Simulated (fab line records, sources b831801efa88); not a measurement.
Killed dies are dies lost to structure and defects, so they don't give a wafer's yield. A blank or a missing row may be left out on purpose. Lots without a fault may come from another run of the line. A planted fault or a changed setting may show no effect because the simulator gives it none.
fab line records | flow gf180mcu
record lots=5 wafers=15 last_day=32
route steps=602 shown V1@348 M2@362
lots that met no fault: from a run of the same line without faults
start_h: hours from the record's first day to the start of the lot's first wafer shown | wait_h: hours since the lot's step before | " the same as in the row above | L1.1+2: a row that stands for several wafers | - no value, or no start given | * or withheld: withheld | < > ~ a bound
route shown NAME@n: a module of which the file shows steps, and the number in the route of the first | usual: mean/standard deviation of fault-free wafers | same: alike in all rows | chamber/n: place in a boat | sites: the reading at each site | _std_site: their standard deviation | _edge_site: outer sites' mean less inner sites' | radius_mm: how far each site lies from the wafer's centre | mask NAME#n: copy n | behind: the tool/chamber that last shaped the wafer | hold: why the lot was held/for how many hours/how that ended | device: the transistor (n, p or np) that didn't switch | end of line: the same wafers' tests at the end of the route | a step without rows: its recipe alone | killed: dies lost to structure and defects at the first sort, not the wafer's yield | map: a wafer's dies, x killed, . not, _ none there
set.NAME: the setting as run; set.NAME@STEP: as run at that earlier step | model.NAME: the simulator's own value behind a step, which no gauge read
lots at some steps of the route; a table a step, a row a wafer
services: from which hour (start_h, from the record's first day; less than 0 if before it) a tool's chamber was out of use, for how many hours, and why
## steps
# step GF_V1_DEVELOP_13
# recipe develop_time_s=60 resist=KrF dev_temp_c=21
# usual chill_plate_temp_C=22.98/0.1
# columns lot.wafer tool chamber start_h wait_h chill_plate_temp_C
L078.1 litho_track-02 0 448.02 0.2 23.07
L078.3 " 0 " " 22.99
L078.4 " 0 " " 22.93
L080.1 litho_track-02 0 464.92 0.2 22.81
L080.3 " 0 " " 22.86
L080.4 " 0 " " 22.85
L082.2 litho_track-02 0 485.20 0.2 22.87
L082.5 " 0 " " 22.90
L082.6 " 0 " " 23.08
L086.1 litho_track-04 0 519.65 0.2 23.10
L086.2 " 0 " " 22.96
L086.3 " 0 " " 23.08
L087.2 litho_track-01 0 528.81 0.2 22.82
L087.5 " 0 " " 22.98
L087.6 " 0 " " 23.04
# step GF_V1_CD_MEAS_14
# recipe target_cd_nm=260
# usual cd_nm=260.4/1.3
# columns lot.wafer tool chamber start_h wait_h cd_nm
L078.1 cd_sem-02 - 448.17 0.1 260.3
L078.3 " - " " 262.1
L078.4 " - " " 260.6
L080.1 cd_sem-01 - 465.07 0.1 261.1
L080.3 " - " " 262.6
L080.4 " - " " 261.7
L082.2 cd_sem-02 - 485.34 0.1 256.6
L082.5 " - " " 256.4
L082.6 " - " " 257.4
L086.1 cd_sem-02 - 519.80 0.1 262.1
L086.2 " - " " 262.9
L086.3 " - " " 261.8
L087.2 cd_sem-02 - 528.96 0.1 259.8
L087.5 " - " " 259.7
L087.6 " - " " 259.9
# step GF_V1_OVL_MEAS_15
# usual V1_OVL=-4/5.3
# columns lot.wafer tool chamber start_h wait_h V1_OVL[nm]
L078.1 overlay-02 - 448.29 0.1 2
L078.3 " - " " 4
L078.4 " - " " 6
L080.1 overlay-01 - 465.19 0.1 0
L080.3 " - " " 6
L080.4 " - " " 2
L082.2 overlay-02 - 485.45 0.1 -2
L082.5 " - " " -4
L082.6 " - " " -2
L086.1 overlay-01 - 519.92 0.1 -8
L086.2 " - " " -6
L086.3 " - " " -6
L087.2 overlay-02 - 529.06 0.1 -6
L087.5 " - " " -5
L087.6 " - " " -6
# step GF_V1_ETCH_16
# recipe chemistry=N2/H2 target_depth_a=withheld overetch_a=withheld time_s=withheld target=BARC ion_energy_ev=200 source_w=500 bias_w=100 pressure_mtorr=30 n2_flow_sccm=100 h2_flow_sccm=200
# usual bias_w=100.0/0.32 drypump_motor_current_A=5.7/0.38 oes_product_au=0.855/0.005 throttle_valve_pct=13.225/0.0081
# columns lot.wafer tool chamber start_h wait_h bias_w drypump_motor_current_A oes_product_au throttle_valve_pct
L078.1 rie_diel-04 2 448.33 0.0 99.8 5.8 0.856 13.212
L078.3 " 3 " " 100.3 6.0 0.860 13.232
L078.4 " 1 " " 100.1 5.3 0.857 13.229
L080.1 rie_diel-04 1 465.23 0.0 100.1 5.3 0.846 13.212
L080.3 " 2 " " 100.2 5.7 0.852 13.234
L080.4 " 1 " " 100.3 5.3 0.859 13.228
L082.2 rie_diel-01 0 485.48 0.0 99.5 5.6 0.851 13.212
L082.5 " 0 " " 100.4 5.6 0.855 13.223
L082.6 " 3 " " 99.3 6.3 0.857 13.224
L086.1 rie_diel-04 0 519.96 0.0 99.9 6.3 0.852 13.221
L086.2 " 1 " " 99.6 5.3 0.851 13.229
L086.3 " 2 " " 100.4 5.7 0.849 13.224
L087.2 rie_diel-04 0 529.09 0.0 100.4 6.3 0.848 13.216
L087.5 " 0 " " 99.4 6.3 0.848 13.232
L087.6 " 3 " " 100.4 6.0 0.861 13.224
# step GF_V1_ETCH_17
# recipe chemistry=C4F8/O2/Ar mask_material=KrF target=SiO2 stop_on=TiN source_w=1500 bias_w=1200 pressure_mtorr=40 c4f8_flow_sccm=withheld O2_flow_sccm=6 Ar_flow_sccm=300 time_s=withheld target_depth_a=6300
# usual bias_w=1200/3.7 oes_product_au=0.856/0.0043
# columns lot.wafer tool chamber start_h wait_h bias_w oes_product_au
L078.1 rie_diel-04 2 - - 1197 0.861
L078.3 " 3 " " 1208 0.853
L078.4 " 1 " " 1201 0.861
L080.1 rie_diel-04 1 - - 1198 0.865
L080.3 " 2 " " 1197 0.853
L080.4 " 1 " " 1196 0.852
L082.2 rie_diel-01 0 - - 1204 0.855
L082.5 " 0 " " 1197 0.856
L082.6 " 3 " " 1203 0.860
L086.1 rie_diel-04 0 - - 1202 0.864
L086.2 " 1 " " 1200 0.862
L086.3 " 2 " " 1202 0.859
L087.2 rie_diel-04 0 - - 1197 0.857
L087.5 " 0 " " 1200 0.849
L087.6 " 3 " " 1201 0.860
# step GF_V1_STRIP_18
# recipe chemistry=O2/N2 power_w=1400 pressure_mtorr=1500 platen_temp_c=250 o2_flow_sccm=3000 n2_flow_sccm=300 overash_fraction=0.5
# usual drypump_motor_current_A=5.9/0.6 heater_power_w=340/43 oes_product_au=0.592/0.0048
# columns lot.wafer tool chamber start_h wait_h drypump_motor_current_A heater_power_w oes_product_au rf_hours_counter_h
L078.1 plasma_asher-01 0 448.46 - 6.2 382 0.601 62
L078.3 " 0 " " 6.2 382 0.593 -
L078.4 " 1 " " 6.6 264 0.589 -
L080.1 plasma_asher-04 1 465.36 - 6.1 371 0.597 3
L080.3 " 1 " " 6.1 373 0.586 -
L080.4 " 0 " " 6.1 329 0.599 -
L082.2 plasma_asher-03 1 485.61 - 4.6 363 0.592 87
L082.5 " 1 " " 4.6 361 0.596 -
L082.6 " 0 " " 5.2 279 0.590 -
L086.1 plasma_asher-04 1 520.09 - 6.1 371 0.593 9
L086.2 " 0 " " 6.1 326 0.584 9
L086.3 " 1 " " 6.1 368 0.592 -
L087.2 plasma_asher-04 0 529.22 - 6.1 333 0.590 10
L087.5 " 1 " " 6.1 379 0.593 -
L087.6 " 0 " " 6.1 331 0.587 -
# step GF_V1_STRIP_19
# recipe chemistry=post_etch_residue_remover time_s=1200 temp_c=72.5
# columns lot.wafer tool chamber start_h wait_h
L078.1+3+4 wet_bench-02 2 448.56 0.1
L080.1+3+4 wet_bench-02 0 465.46 0.1
L082.2+5+6 wet_bench-02 0 485.71 0.1
L086.1+2+3 wet_bench-01 3 520.19 0.1
L087.2+5+6 wet_bench-01 2 529.32 0.1
# step GF_V1_CLEAN_20
# recipe chemistry=DIW dry=n2_spin
# columns lot.wafer tool chamber start_h wait_h
L078.1+3+4 wet_bench-01 0 448.90 0.0
L080.1+3+4 wet_bench-04 1 465.83 0.0
L082.2+5+6 wet_bench-04 3 486.08 0.0
L086.1+2+3 wet_bench-04 1 520.53 0.0
L087.2+5+6 wet_bench-02 2 529.66 0.0
# step GF_V1_SPUTTER_21
# recipe material=Ti target_thk_nm=15 chamber_pressure_pa=5 power_w=2500 substrate_temp_c=200 time_s=77.94
# usual throttle_valve_pct=29.6/0.97
# columns lot.wafer tool chamber start_h wait_h throttle_valve_pct
L078.1 pvd_sputter-01 - 448.99 0.0 29.2
L078.3 " - " " 30.5
L078.4 " - " " 29.8
L080.1 pvd_sputter-04 - 465.93 0.0 30.8
L080.3 " - " " 30.1
L080.4 " - " " 28.4
L082.2 pvd_sputter-01 - 486.17 0.0 30.7
L082.5 " - " " 30.6
L082.6 " - " " 29.7
L086.1 pvd_sputter-02 - 520.63 0.0 30.4
L086.2 " - " " 29.3
L086.3 " - " " 28.8
L087.2 pvd_sputter-02 - 529.75 0.0 30.5
L087.5 " - " " 28.7
L087.6 " - " " 30.5
# step GF_V1_SPUTTER_22
# recipe material=TiN target_thk_nm=10 chamber_pressure_pa=5 power_w=4000 time_s=40
# usual throttle_valve_pct=29.6/0.96
# columns lot.wafer tool chamber start_h wait_h throttle_valve_pct
L078.1 pvd_sputter-01 - 449.05 0.0 29.0
L078.3 " - " " 30.6
L078.4 " - " " 29.6
L080.1 pvd_sputter-04 - 465.99 0.0 30.7
L080.3 " - " " 30.0
L080.4 " - " " 28.5
L082.2 pvd_sputter-01 - 486.23 0.0 30.6
L082.5 " - " " 30.8
L082.6 " - " " 29.7
L086.1 pvd_sputter-02 - 520.69 0.0 30.7
L086.2 " - " " 29.5
L086.3 " - " " 29.1
L087.2 pvd_sputter-02 - 529.82 0.0 30.7
L087.5 " - " " 28.9
L087.6 " - " " 30.6
# step GF_V1_CVD_23
# recipe material=W target_thk_nm=350 time_s=105.05 temp_c=400 pressure_torr=40
# usual heater_power_w=811/72 susceptor_temp_C=400.00/0.22
# columns lot.wafer tool chamber start_h wait_h heater_power_w since_wet_clean_h susceptor_temp_C
L078.1 cvd_w-02 0 449.09 0.0 696 545 400.27
L078.3 " 1 " " 836 - 400.44
L078.4 " 0 " " 703 - 399.94
L080.1 cvd_w-02 0 466.03 0.0 720 562 399.66
L080.3 " 0 " " 684 - 399.77
L080.4 " 1 " " 864 - 399.91
L082.2 cvd_w-01 0 486.27 0.0 815 76 399.70
L082.5 " 0 " " 829 - 399.48
L082.6 " 1 " " 886 - 399.94
L086.1 cvd_w-02 0 520.73 0.0 697 617 400.01
L086.2 " 1 " " 861 617 399.97
L086.3 " 0 " " 684 - 400.00
L087.2 cvd_w-01 0 529.85 0.0 804 119 400.11
L087.5 " 0 " " 811 - 399.86
L087.6 " 1 " " 889 - 399.79
# step GF_V1_RS_MEAS_24
# recipe thk_meas_gauge=four-point-probe reads=W_of_V1_CVD_23+TiN_of_V1_SPUTTER_22+Ti_of_V1_SPUTTER_21
# usual V1_W_RS=0.328/0.0034
# columns lot.wafer tool chamber start_h wait_h V1_W_RS[ohm/sq]
L078.1 film_metro-02 - 449.20 0.1 0.324
L078.3 " - " " 0.325
L078.4 " - " " 0.328
L080.1 film_metro-01 - 466.14 0.1 0.330
L080.3 " - " " 0.327
L080.4 " - " " 0.323
L082.2 film_metro-01 - 486.40 0.1 0.321
L082.5 " - " " 0.327
L082.6 " - " " 0.324
L086.1 film_metro-01 - 520.84 0.1 0.327
L086.2 " - " " 0.330
L086.3 " - " " 0.328
L087.2 film_metro-04 - 529.99 0.1 0.329
L087.5 " - " " 0.332
L087.6 " - " " 0.329
# step GF_V1_THK_MEAS_25
# recipe thk_meas_gauge=xrf reads=W_of_V1_CVD_23
# usual V1_W_THK=364/5.1
# columns lot.wafer tool chamber start_h wait_h V1_W_THK[nm]
L078.1 film_metro-02 - 449.32 0.1 368
L078.3 " - " " 362
L078.4 " - " " 366
L080.1 film_metro-01 - 466.26 0.1 363
L080.3 " - " " 366
L080.4 " - " " 368
L082.2 film_metro-01 - 486.51 0.1 367
L082.5 " - " " 361
L082.6 " - " " 367
L086.1 film_metro-01 - 520.96 0.1 366
L086.2 " - " " 364
L086.3 " - " " 365
L087.2 film_metro-04 - 530.10 0.1 364
L087.5 " - " " 359
L087.6 " - " " 365
# step GF_V1_CMP_26
# recipe stop_on=SiO2 down_force_psi=3.5 platen_rpm=60 t_overpolish_s=15 target_thk_nm=0 pad_velocity_m_s=0.94248
# usual motor_current_A=10.8/0.67 overpolish_run_s=14.999/0.0087 time_to_endpoint_s=85.7/2.7
# columns lot.wafer tool chamber start_h wait_h motor_current_A overpolish_run_s time_to_endpoint_s
L078.4 cmp-01 3 449.38 0.0 11.2 14.996 85.2
L078.3 " 0 " " 9.8 15.004 86.8
L078.1 " 2 " " 12.1 15.016 90.2
L080.3 cmp-02 2 466.32 0.0 10.6 15.020 88.3
L080.4 " 3 " " 10.7 14.985 91.8
L080.1 " 0 " " 11.2 15.003 86.4
L082.2 cmp-02 3 486.61 0.1 10.4 14.985 93.1
L082.6 " 2 " " 11.1 14.991 85.4
L082.5 " 3 " " 11.1 15.004 86.0
L086.1 cmp-02 1 521.02 0.1 10.4 14.993 85.0
L086.3 " 2 " " 10.6 15.002 87.2
L086.2 " 0 " " 10.8 15.009 90.0
L087.2 cmp-02 3 530.20 0.1 10.9 14.997 88.0
L087.5 " 2 " " 10.4 14.998 84.2
L087.6 " 3 " " 10.7 14.992 87.6
# step GF_M2_SPUTTER_00
# recipe material=Ti target_thk_nm=37.5 arriving_ion_energy_ev=80 substrate_temp_c=200 chamber_pressure_pa=2 power_w=4000 time_s=150
# usual throttle_valve_pct=29.8/1.1
# columns lot.wafer tool chamber start_h wait_h throttle_valve_pct
L078.1 pvd_sputter-04 - 449.68 0.1 28.6
L078.3 " - " " 30.6
L078.4 " - " " 30.9
L080.1 pvd_sputter-03 - 466.62 0.1 28.3
L080.3 " - " " 31.9
L080.4 " - " " 30.3
L082.2 pvd_sputter-03 - 486.86 0.2 30.5
L082.5 " - " " 28.1
L082.6 " - " " 30.1
L086.1 pvd_sputter-03 - 521.32 0.2 28.1
L086.2 " - " " 31.6
L086.3 " - " " 30.4
L087.2 pvd_sputter-01 - 530.45 0.2 28.9
L087.5 " - " " 29.8
L087.6 " - " " 30.8
# step GF_M2_SPUTTER_01
# recipe material=TiN target_thk_nm=30 power_w=6500 time_s=25 chamber_pressure_pa=0.4
# usual throttle_valve_pct=29.9/1.1
# columns lot.wafer tool chamber start_h wait_h throttle_valve_pct
L078.1 pvd_sputter-04 - 449.78 0.1 28.5
L078.3 " - " " 30.7
L078.4 " - " " 30.8
L080.1 pvd_sputter-03 - 466.72 0.1 28.2
L080.3 " - " " 31.8
L080.4 " - " " 30.7
L082.2 pvd_sputter-03 - 486.96 0.1 30.3
L082.5 " - " " 27.8
L082.6 " - " " 30.0
L086.1 pvd_sputter-03 - 521.42 0.1 28.4
L086.2 " - " " 31.7
L086.3 " - " " 30.7
L087.2 pvd_sputter-01 - 530.55 0.1 29.0
L087.5 " - " " 29.8
L087.6 " - " " 30.5
# step GF_M2_SPUTTER_02
# recipe material=AlCu target_thk_nm=450 power_w=10600 time_s=23.9 chamber_pressure_pa=0.4
# usual throttle_valve_pct=29.8/1.1
# columns lot.wafer tool chamber start_h wait_h throttle_valve_pct
L078.1 pvd_sputter-04 - 449.81 0.0 28.6
L078.3 " - " " 30.5
L078.4 " - " " 30.7
L080.1 pvd_sputter-03 - 466.75 0.0 28.0
L080.3 " - " " 31.5
L080.4 " - " " 30.7
L082.2 pvd_sputter-03 - 486.99 0.0 30.5
L082.5 " - " " 28.0
L082.6 " - " " 30.3
L086.1 pvd_sputter-03 - 521.45 0.0 27.9
L086.2 " - " " 31.9
L086.3 " - " " 30.5
L087.2 pvd_sputter-01 - 530.58 0.0 28.7
L087.5 " - " " 30.0
L087.6 " - " " 30.7
# step GF_M2_SPUTTER_03
# recipe material=Ti target_thk_nm=10 substrate_temp_c=300 chamber_pressure_pa=0.3 power_w=3000 time_s=6.7
# usual throttle_valve_pct=29.9/1.1
# columns lot.wafer tool chamber start_h wait_h throttle_valve_pct
L078.1 pvd_sputter-04 - 449.84 0.0 28.7
L078.3 " - " " 30.5
L078.4 " - " " 30.7
L080.1 pvd_sputter-03 - 466.78 0.0 28.2
L080.3 " - " " 32.0
L080.4 " - " " 30.6
L082.2 pvd_sputter-03 - 487.02 0.0 30.6
L082.5 " - " " 27.8
L082.6 " - " " 30.1
L086.1 pvd_sputter-03 - 521.48 0.0 27.8
L086.2 " - " " 31.5
L086.3 " - " " 30.5
L087.2 pvd_sputter-01 - 530.61 0.0 29.4
L087.5 " - " " 29.8
L087.6 " - " " 30.7
# step GF_M2_SPUTTER_04
# recipe material=TiN target_thk_nm=50 power_w=6500 time_s=41.7 chamber_pressure_pa=0.4
# usual throttle_valve_pct=29.8/1.1
# columns lot.wafer tool chamber start_h wait_h throttle_valve_pct
L078.1 pvd_sputter-04 - 449.86 0.0 28.7
L078.3 " - " " 30.6
L078.4 " - " " 30.5
L080.1 pvd_sputter-03 - 466.80 0.0 27.9
L080.3 " - " " 31.5
L080.4 " - " " 30.7
L082.2 pvd_sputter-03 - 487.04 0.0 30.3
L082.5 " - " " 28.1
L082.6 " - " " 30.2
L086.1 pvd_sputter-03 - 521.50 0.0 28.2
L086.2 " - " " 31.6
L086.3 " - " " 30.5
L087.2 pvd_sputter-01 - 530.63 0.0 29.1
L087.5 " - " " 29.8
L087.6 " - " " 30.7
# step GF_M2_RS_MEAS_05
# recipe thk_meas_gauge=four-point-probe reads=TiN_of_M2_SPUTTER_04+Ti_of_M2_SPUTTER_03+AlCu_of_M2_SPUTTER_02+TiN_of_M2_SPUTTER_01+Ti_of_M2_SPUTTER_00
# usual M2_ALCU_RS=0.0695/0.00059
# columns lot.wafer tool chamber start_h wait_h M2_ALCU_RS[ohm/sq]
L078.1 film_metro-04 - 449.90 0.0 0.0697
L078.3 " - " " 0.0693
L078.4 " - " " 0.0696
L080.1 film_metro-04 - 466.84 0.0 0.0708
L080.3 " - " " 0.0703
L080.4 " - " " 0.0704
L082.2 film_metro-01 - 487.10 0.0 0.0693
L082.5 " - " " 0.0701
L082.6 " - " " 0.0697
L086.1 film_metro-03 - 521.54 0.0 0.0686
L086.2 " - " " 0.0691
L086.3 " - " " 0.0698
L087.2 film_metro-04 - 530.69 0.0 0.0686
L087.5 " - " " 0.0689
L087.6 " - " " 0.0683
# step GF_M2_THK_MEAS_06
# recipe thk_meas_gauge=xrf reads=AlCu_of_M2_SPUTTER_02
# usual M2_ALCU_THK=450/4.5
# columns lot.wafer tool chamber start_h wait_h M2_ALCU_THK[nm]
L078.1 film_metro-04 - 450.02 0.1 447
L078.3 " - " " 454
L078.4 " - " " 451
L080.1 film_metro-04 - 466.96 0.1 441
L080.3 " - " " 441
L080.4 " - " " 443
L082.2 film_metro-01 - 487.21 0.1 452
L082.5 " - " " 449
L082.6 " - " " 448
L086.1 film_metro-03 - 521.66 0.1 449
L086.2 " - " " 448
L086.3 " - " " 440
L087.2 film_metro-04 - 530.80 0.1 458
L087.5 " - " " 454
L087.6 " - " " 458
# step GF_M2_DEHYDRATE_07
# recipe temp_c=200 time_s=60
# usual chill_plate_temp_C=23.00/0.1
# columns lot.wafer tool chamber start_h wait_h chill_plate_temp_C
L078.1 litho_track-03 0 461.80 11.8 22.96
L078.3 " 0 " " 23.00
L078.4 " 0 " " 23.03
L080.1 litho_track-03 0 478.30 11.3 23.14
L080.3 " 0 " " 22.85
L080.4 " 0 " " 23.19
L082.2 litho_track-03 0 498.67 11.4 23.02
L082.5 " 0 " " 23.01
L082.6 " 0 " " 22.99
L086.1 litho_track-01 0 532.79 11.1 23.05
L086.2 " 0 " " 23.06
L086.3 " 0 " " 23.03
L087.2 litho_track-03 0 541.67 10.9 22.88
L087.5 " 0 " " 22.79
L087.6 " 0 " " 22.94
# step GF_M2_HMDS_08
# recipe prime_time_s=60 prime_temp_c=120
# usual chill_plate_temp_C=23.03/0.11 prime_temp_c=119.99/0.14
# columns lot.wafer tool chamber start_h wait_h chill_plate_temp_C prime_temp_c
L078.1 litho_track-03 0 461.95 0.1 23.02 119.99
L078.3 " 0 " " 22.86 120.10
L078.4 " 0 " " 23.20 119.72
L080.1 litho_track-03 0 478.45 0.1 23.21 119.96
L080.3 " 0 " " 23.10 120.09
L080.4 " 0 " " 23.21 119.98
L082.2 litho_track-03 0 498.82 0.1 22.97 120.17
L082.5 " 0 " " 22.94 120.13
L082.6 " 0 " " 23.10 119.92
L086.1 litho_track-01 0 532.94 0.1 23.07 120.01
L086.2 " 0 " " 23.07 120.01
L086.3 " 0 " " 22.95 120.29
L087.2 litho_track-03 0 541.82 0.1 23.14 119.93
L087.5 " 0 " " 23.10 120.09
L087.6 " 0 " " 23.20 119.95
# step GF_M2_COAT_09
# recipe resist=KrF spin_rpm=withheld resist_thk_nm=1000
# usual chill_plate_temp_C=22.99/0.11
# columns lot.wafer tool chamber start_h wait_h chill_plate_temp_C
L078.1 litho_track-03 0 462.10 0.1 23.18
L078.3 " 0 " " 23.19
L078.4 " 0 " " 23.05
L080.1 litho_track-03 0 478.60 0.1 23.05
L080.3 " 0 " " 23.12
L080.4 " 0 " " 23.03
L082.2 litho_track-03 0 498.97 0.1 23.04
L082.5 " 0 " " 22.97
L082.6 " 0 " " 23.15
L086.1 litho_track-01 0 533.09 0.1 22.98
L086.2 " 0 " " 22.82
L086.3 " 0 " " 23.01
L087.2 litho_track-03 0 541.97 0.1 23.10
L087.5 " 0 " " 22.94
L087.6 " 0 " " 23.09
# step GF_M2_SOFTBAKE_10
# recipe temp_c=130 time_s=60 resist=KrF
# usual chill_plate_temp_C=22.99/0.091
# columns lot.wafer tool chamber start_h wait_h chill_plate_temp_C
L078.1 litho_track-03 0 462.25 0.1 22.92
L078.3 " 0 " " 23.09
L078.4 " 0 " " 23.08
L080.1 litho_track-03 0 478.75 0.1 23.27
L080.3 " 0 " " 23.07
L080.4 " 0 " " 23.09
L082.2 litho_track-03 0 499.12 0.1 23.02
L082.5 " 0 " " 23.09
L082.6 " 0 " " 23.06
L086.1 litho_track-01 0 533.24 0.1 22.95
L086.2 " 0 " " 23.08
L086.3 " 0 " " 23.00
L087.2 litho_track-03 0 542.12 0.1 23.05
L087.5 " 0 " " 23.06
L087.6 " 0 " " 23.08
# step GF_M2_EXPOSE_11
# recipe mask_id=Metal2 target_cd_nm=280 na=0.68 source_shape=conventional sigma_outer=0.6 dose_mj=28
# columns lot.wafer tool chamber start_h wait_h mask
L078.1+3+4 krf_scanner-02 0 - - Metal2#0
L080.1+3+4 krf_scanner-01 0 - - Metal2#0
L082.2+5+6 krf_scanner-02 0 - - Metal2#0
L086.1+2+3 krf_scanner-01 0 - - Metal2#0
L087.2+5+6 krf_scanner-01 0 - - Metal2#0
# step GF_M2_PEB_12
# recipe peb_temp_c=135 peb_time_s=90 resist=KrF
# usual chill_plate_temp_C=23.01/0.13
# columns lot.wafer tool chamber start_h wait_h chill_plate_temp_C
L078.1 litho_track-01 0 - - 22.95
L078.3 " 0 " " 22.89
L078.4 " 0 " " 22.86
L080.1 litho_track-01 0 - - 23.22
L080.3 " 0 " " 23.12
L080.4 " 0 " " 23.21
L082.2 litho_track-03 0 - - 22.94
L082.5 " 0 " " 22.92
L082.6 " 0 " " 22.78
L086.1 litho_track-03 0 - - 22.96
L086.2 " 0 " " 23.06
L086.3 " 0 " " 23.04
L087.2 litho_track-01 0 - - 23.00
L087.5 " 0 " " 23.04
L087.6 " 0 " " 23.14
# step GF_M2_DEVELOP_13
# recipe develop_time_s=60 dev_temp_c=21
# usual chill_plate_temp_C=22.99/0.099
# columns lot.wafer tool chamber start_h wait_h chill_plate_temp_C
L078.1 litho_track-01 0 474.44 0.2 23.09
L078.3 " 0 " " 22.92
L078.4 " 0 " " 23.02
L080.1 litho_track-01 0 490.49 0.2 22.93
L080.3 " 0 " " 22.94
L080.4 " 0 " " 23.01
L082.2 litho_track-03 0 510.42 0.2 23.02
L082.5 " 0 " " 22.96
L082.6 " 0 " " 22.91
L086.1 litho_track-03 0 544.30 0.2 23.00
L086.2 " 0 " " 23.08
L086.3 " 0 " " 22.91
L087.2 litho_track-01 0 552.71 0.2 23.09
L087.5 " 0 " " 23.05
L087.6 " 0 " " 23.04
# step GF_M2_CD_MEAS_14
# recipe target_cd_nm=280
# usual cd_nm=280.3/1.3
# columns lot.wafer tool chamber start_h wait_h cd_nm
L078.1 cd_sem-01 - 474.59 0.1 280.0
L078.3 " - " " 280.8
L078.4 " - " " 280.0
L080.1 cd_sem-01 - 490.64 0.1 280.3
L080.3 " - " " 278.6
L080.4 " - " " 280.0
L082.2 cd_sem-02 - 510.57 0.1 280.7
L082.5 " - " " 281.6
L082.6 " - " " 281.4
L086.1 cd_sem-02 - 544.45 0.1 280.6
L086.2 " - " " 282.2
L086.3 " - " " 282.2
L087.2 cd_sem-01 - 552.86 0.1 279.8
L087.5 " - " " 281.1
L087.6 " - " " 280.4
# step GF_M2_OVL_MEAS_15
# usual M2_OVL=3/6.8
# columns lot.wafer tool chamber start_h wait_h M2_OVL[nm]
L078.1 overlay-02 - 474.71 0.1 3
L078.3 " - " " 1
L078.4 " - " " -2
L080.1 overlay-02 - 490.76 0.1 -6
L080.3 " - " " 0
L080.4 " - " " -7
L082.2 overlay-01 - 510.67 0.1 7
L082.5 " - " " 3
L082.6 " - " " 10
L086.1 overlay-01 - 544.57 0.1 2
L086.2 " - " " 7
L086.3 " - " " -4
L087.2 overlay-01 - 552.96 0.1 0
L087.5 " - " " 2
L087.6 " - " " -3
# step GF_M2_METAL_ETCH_16
# recipe chemistry=Cl2/BCl3 mask_material=KrF target_depth_nm=750.8 stop_on=SiO2 pressure_mtorr=8 icp_w=800 bias_w=140 Cl2_flow_sccm=80 bcl3_flow_sccm=40 time_s=125.1
# usual bcl3_flow_sccm=39.98/0.12 bias_w=140.0/0.43 drypump_motor_current_A=5.9/0.37 oes_product_au=0.991/0.0056 throttle_valve_pct=28.229/0.011
# columns lot.wafer tool chamber start_h wait_h bcl3_flow_sccm bias_w drypump_motor_current_A oes_product_au rf_hours_counter_h throttle_valve_pct
L078.1 rie_metal-01 0 474.74 0.0 40.03 139.9 5.3 0.987 11 28.224
L078.3 " 0 " " 39.98 139.7 5.3 0.992 - 28.239
L078.4 " 0 " " 39.96 140.4 5.3 0.976 - 28.233
L080.1 rie_metal-03 0 490.79 0.0 39.89 139.7 5.6 0.993 1 28.208
L080.3 " 0 " " 39.96 140.1 5.6 0.994 - 28.216
L080.4 " 1 " " 40.01 140.2 6.2 0.990 - 28.239
L082.2 rie_metal-02 0 510.70 0.0 39.86 140.4 6.1 0.985 2 28.239
L082.5 " 1 " " 39.95 140.0 6.4 0.989 - 28.228
L082.6 " 0 " " 39.90 140.7 6.1 1.002 - 28.226
L086.1 rie_metal-03 1 544.60 0.0 39.87 140.1 6.2 0.988 4 28.243
L086.2 " 0 " " 39.83 140.1 5.6 0.998 2 28.229
L086.3 " 1 " " 39.86 139.8 6.1 0.994 - 28.234
L087.2 rie_metal-03 0 552.99 0.0 40.00 140.1 5.6 0.995 2 28.226
L087.5 " 1 " " 39.88 140.4 6.2 0.990 - 28.220
L087.6 " 0 " " 40.04 139.7 5.6 0.997 - 28.221
# step GF_M2_STRIP_17
# recipe chemistry=O2/N2 power_w=1400 pressure_mtorr=1500 platen_temp_c=250 o2_flow_sccm=3000 n2_flow_sccm=300 overash_fraction=0.5
# usual drypump_motor_current_A=6.2/0.49 heater_power_w=333/38 oes_product_au=0.538/0.0051 strip_time_to_endpoint_s=7.39/0.037
# columns lot.wafer tool chamber start_h wait_h drypump_motor_current_A heater_power_w oes_product_au rf_hours_counter_h strip_time_to_endpoint_s
L078.1 plasma_asher-01 0 475.00 0.2 6.2 374 0.542 64 7.42
L078.3 " 1 " " 6.6 260 0.530 - 7.40
L078.4 " 0 " " 6.3 381 0.535 - 7.41
L080.1 plasma_asher-01 1 490.92 0.1 6.6 271 0.534 66 7.34
L080.3 " 0 " " 6.2 382 0.533 - 7.33
L080.4 " 1 " " 6.6 268 0.538 - 7.39
L082.2 plasma_asher-04 0 510.83 0.1 6.1 336 0.537 8 7.36
L082.5 " 1 " " 6.1 379 0.537 - 7.31
L082.6 " 0 " " 6.1 328 0.535 - 7.32
L086.1 plasma_asher-02 0 544.73 0.1 6.7 315 0.534 46 7.44
L086.2 " 1 " " 5.4 348 0.543 46 7.37
L086.3 " 0 " " 6.8 325 0.545 - 7.35
L087.2 plasma_asher-02 1 553.12 0.1 5.4 345 0.547 47 7.36
L087.5 " 1 " " 5.4 340 0.529 - 7.36
L087.6 " 0 " " 6.7 323 0.538 - 7.35
# step GF_M2_STRIP_18
# recipe chemistry=post_etch_residue_remover time_s=1200 temp_c=72.5
# columns lot.wafer tool chamber start_h wait_h
L078.1+3+4 wet_bench-03 0 475.10 0.1
L080.1+3+4 wet_bench-03 1 491.02 0.1
L082.2+5+6 wet_bench-03 1 510.93 0.1
L086.1+2+3 wet_bench-02 3 544.83 0.1
L087.2+5+6 wet_bench-02 1 553.22 0.1
# step GF_M2_CLEAN_19
# recipe chemistry=DIW dry=n2_spin
# columns lot.wafer tool chamber start_h wait_h
L078.1+3+4 wet_bench-03 2 475.44 0.0
L080.1+3+4 wet_bench-04 3 491.36 0.0
L082.2+5+6 wet_bench-02 2 511.27 0.0
L086.1+2+3 wet_bench-04 3 545.17 0.0
L087.2+5+6 wet_bench-04 1 553.56 0.0
## services
# columns tool chamber start_h hours kind
wet_bench-01 - 428.95 2.0 repair
wet_bench-03 - 430.79 0.7 repair
cmp-02 - 434.37 2.6 repair
krf_scanner-01 - 438.27 0.8 repair
krf_scanner-02 - 439.75 1.0 pm
rie_diel-04 1 452.13 3.0 repair
pvd_sputter-02 - 456.31 1.7 repair
pvd_sputter-04 - 471.29 0.5 repair
rie_diel-04 1 472.97 3.9 repair
cvd_w-02 - 473.02 6.9 pm
cmp-02 - 473.92 1.5 repair
plasma_asher-01 - 475.77 0.7 repair
plasma_asher-04 - 483.93 2.8 pm
krf_scanner-01 - 493.81 1.3 pm
cmp-02 - 497.13 3.7 repair
wet_bench-04 - 499.75 2.3 repair
plasma_asher-01 - 504.41 2.1 repair
pvd_sputter-02 - 508.25 0.9 repair
krf_scanner-01 - 516.15 4.4 pm
wet_bench-01 - 532.69 1.9 pm
krf_scanner-01 - 542.62 1.0 pm
plasma_asher-04 - 553.07 0.7 repair
plasma_asher-01 - 553.24 1.3 repair
cmp-02 - 553.35 3.3 pm
## key
fault none
